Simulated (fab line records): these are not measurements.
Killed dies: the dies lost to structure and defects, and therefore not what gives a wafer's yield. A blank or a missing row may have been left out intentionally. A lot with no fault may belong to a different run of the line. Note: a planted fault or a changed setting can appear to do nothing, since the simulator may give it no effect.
Problem report in the 8D (eight disciplines) form, filled by code -- flow sky130 -- the parts of the form that need people (team, actions taken, sign-off) are left out

1. WHAT WENT WRONG
On 3 wafers of 1 lot, cd nm at SKY_VIA3_CD_MEAS_12 has a mean of 167.6 nm; fault-free wafers read 199.7 nm, standard deviation 1.5. That puts it -21 standard deviations away from the usual mean.
The step: target cd 200 nm.
Seen first at day 44 20:05 on cd sem-01, wafer L507.1. At this step, 39 wafers from 13 lots have a number in the record. Rule for "out" (also "out of limits"): further than 4 standard deviations from the usual mean. All remaining wafers that have a number are taken as sound.

2. WHAT IT IS; WHAT IT IS NOT
question,is,is not
which readings at this step,cd nm,-
which lots,L507,"L489, L491, L493, L494, L497, L498, L499, L500, L501, L502, L503, L512"
which wafers of those lots,all that have a number,-
read on which gauges,cd sem-01,cd sem-02
when,from day 44 20:05,up to then (33 sound wafers); but 3 sound wafers of L512 came after

3. THE SUSPECTS, EACH WITH WHAT RULES IT OUT
Counting: a tool stays on the suspect list if, at a process step up to the reading, it processed all lots that are out and no sound lot following the first of them.
- the gauge at SKY_VIA3_CD_MEAS_12 is ruled out. All the wafers that are out were read on cd sem-01, but those of them that SKY_VIA3_EXPOSE_09 has rows for are out there too, on other tools.
- krf scanner-02 at SKY_VIA3_EXPOSE_09 (exposes mask VIM3, target cd 200 nm): kept. It ran the lot that is out, L507 (day 44 09:40), and no sound lot after that; its last sound lot up to then is L501 (day 42 12:44). Its own exposure dose mJ cm2 readings are out on those wafers.
The count leaves krf scanner-02 at SKY_VIA3_EXPOSE_09.

4. THE CAUSE (what the simulator had put in)
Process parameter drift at SKY_VIA3_EXPOSE_09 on krf scanner-02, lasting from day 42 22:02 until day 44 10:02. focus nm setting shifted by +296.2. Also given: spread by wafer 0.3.
This tool alone remained once counting was done.

5. THE EFFECT CHAIN, in route order
Each row: a reading whose mean over the struck wafers that have a number lies more than 3 standard deviations from the usual. Only readings whose record carries a usual standard deviation are examined. hours: median over the lots of the time between each lot's start at the first step of this table that gives one and its start at this step. sigmas: the change, counted in usual standard deviations.
hours,step,reading,usual,on struck wafers,change,sigmas
0,SKY_VIA3_EXPOSE_09,exposure dose mJ cm2,37.94,39.00,+1.06,+21
10,SKY_VIA3_CD_MEAS_12,cd nm,199.7 nm,167.6,-32.1,-21
The process steps in it:
- SKY_VIA3_EXPOSE_09: exposes mask VIM3, target cd 200 nm.

6. HOW IT WOULD HAVE BEEN CAUGHT EARLIER
In this record the first reading out of limits at a measuring or inspecting step was taken at day 44 20:05, 46 hours after the fault began at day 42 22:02.
The tool's own readings at SKY_VIA3_EXPOSE_09 were out on every struck wafer that the step has a row for (exposure dose mJ cm2): an alarm limit on them would have fired on the first of those.
By day 44 20:05, every lot that is out (1) had started SKY_VIA3_EXPOSE_09 on krf scanner-02. A hold on the tool at that time would have spared none of them.
